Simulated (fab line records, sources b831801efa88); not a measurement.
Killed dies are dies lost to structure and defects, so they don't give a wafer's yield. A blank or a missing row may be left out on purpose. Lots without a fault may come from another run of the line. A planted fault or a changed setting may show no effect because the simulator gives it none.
A struck lot beside a sound one | flow sky130 | 17 steps out of a route of 708
Sound: wafers L628.2, L628.3, L628.4. Struck: wafers L636.2, L636.4, L636.5. The cause comes at the end.
At each step with rows: each side's tool, then ch and its chambers, then its first start. Under that, the readings that differ: sound wafers | struck wafers | difference of the means | sigmas: that difference in standard deviations of wafers without a fault.
alike: readings whose means differ by less than 2 such deviations, and words and numbers that are the same on both sides. not compared: withheld readings, readings that some wafer has no value for, bounds like >300 that may hide the same value, and numbers for which the record gives no deviation and whose values overlap.
The two part at a step that has a row with sigmas, a row that says differs or no value, or rows on one side only. Numbers that don't overlap but have no deviation are shown without sigmas and don't part them. A reading that every wafer of one side lacks parts them only if that side has two wafers or more.

first, 1 step without rows for these wafers: SKY_VT_ADJUST_PCH_IMPLANT_08.
SKY_VT_ADJUST_PCH_STRIP_09: strips in O2/N2.
  sound on plasma_asher-03 ch 0,1, day 10 07:27; struck on plasma_asher-03 ch 1, day 12 20:13
  alike: drypump_motor_current_A, oes_product_au, strip_time_to_endpoint_s
  not compared: rf_hours_counter_h
SKY_VT_ADJUST_PCH_TW_MEAS_10:
  sound on film_metro-04, day 10 07:34; struck on film_metro-02, day 12 20:19
  alike: VT_ADJUST_PCH_TW
then, 7 steps without rows for these wafers: SKY_SONOS_TUNNEL_DEHYDRATE_00 (time 60 s); SKY_SONOS_TUNNEL_HMDS_01 (prime time 60 s); SKY_SONOS_TUNNEL_COAT_02 (resist thk 1140 nm); SKY_SONOS_TUNNEL_SOFTBAKE_03 (time 60 s); SKY_SONOS_TUNNEL_EXPOSE_04 (exposes mask TUNM, target cd 410 nm); SKY_SONOS_TUNNEL_PEB_05; SKY_SONOS_TUNNEL_DEVELOP_06 (develop time 60 s).
SKY_SONOS_TUNNEL_CD_MEAS_07: target cd 410 nm.
  sound on cd_sem-01, day 11 07:07; struck on cd_sem-02, day 13 19:19
  alike: cd_nm
SKY_SONOS_TUNNEL_OVL_MEAS_08:
  sound on overlay-01, day 11 07:14; struck on overlay-01, day 13 19:26
  alike: SONOS_TUNNEL_OVL
SKY_SONOS_TUNNEL_IMPLANT_09:
  sound on implanter-04 ch 0, day 11 07:17; struck on implanter-03 ch 0, day 13 19:29
  reading                   | sound             | struck            | difference | sigmas
  implant_ion_amu           | 11 11 11          | 31 31 31          | +20        |
  model.implant.rp_nm (nm)  | 66.28 66.28 66.28 | 27.67 27.67 27.67 | -38.61     |
  model.implant.drp_nm (nm) | 28.34 28.34 28.34 | 12.97 12.97 12.97 | -15.37     |
then, 2 steps without rows for these wafers: SKY_SONOS_TUNNEL_WET_ETCH_10 (etches SiO2 in dHF, target depth 14 nm, time 280 s); SKY_SONOS_TUNNEL_STRIP_11 (strips in SPM, time 600 s).
SKY_SONOS_TUNNEL_TW_MEAS_12:
  sound on film_metro-01, day 11 07:41; struck on film_metro-03, day 13 20:07
  reading         | sound             | struck            | difference | sigmas
  SONOS_TUNNEL_TW | 197.0 197.2 196.6 | 375.8 375.4 373.5 | +178.0     | +99 or more
  not compared: hold
SKY_PAD_OPEN_PROBE_99:
  the record has rows for the sound wafers here (prober-01, day 45 16:22) and none for the struck ones

WHERE THEY PART
First at SKY_SONOS_TUNNEL_TW_MEAS_12; last, within this record, at SKY_PAD_OPEN_PROBE_99.

WHY: what the simulator had put in
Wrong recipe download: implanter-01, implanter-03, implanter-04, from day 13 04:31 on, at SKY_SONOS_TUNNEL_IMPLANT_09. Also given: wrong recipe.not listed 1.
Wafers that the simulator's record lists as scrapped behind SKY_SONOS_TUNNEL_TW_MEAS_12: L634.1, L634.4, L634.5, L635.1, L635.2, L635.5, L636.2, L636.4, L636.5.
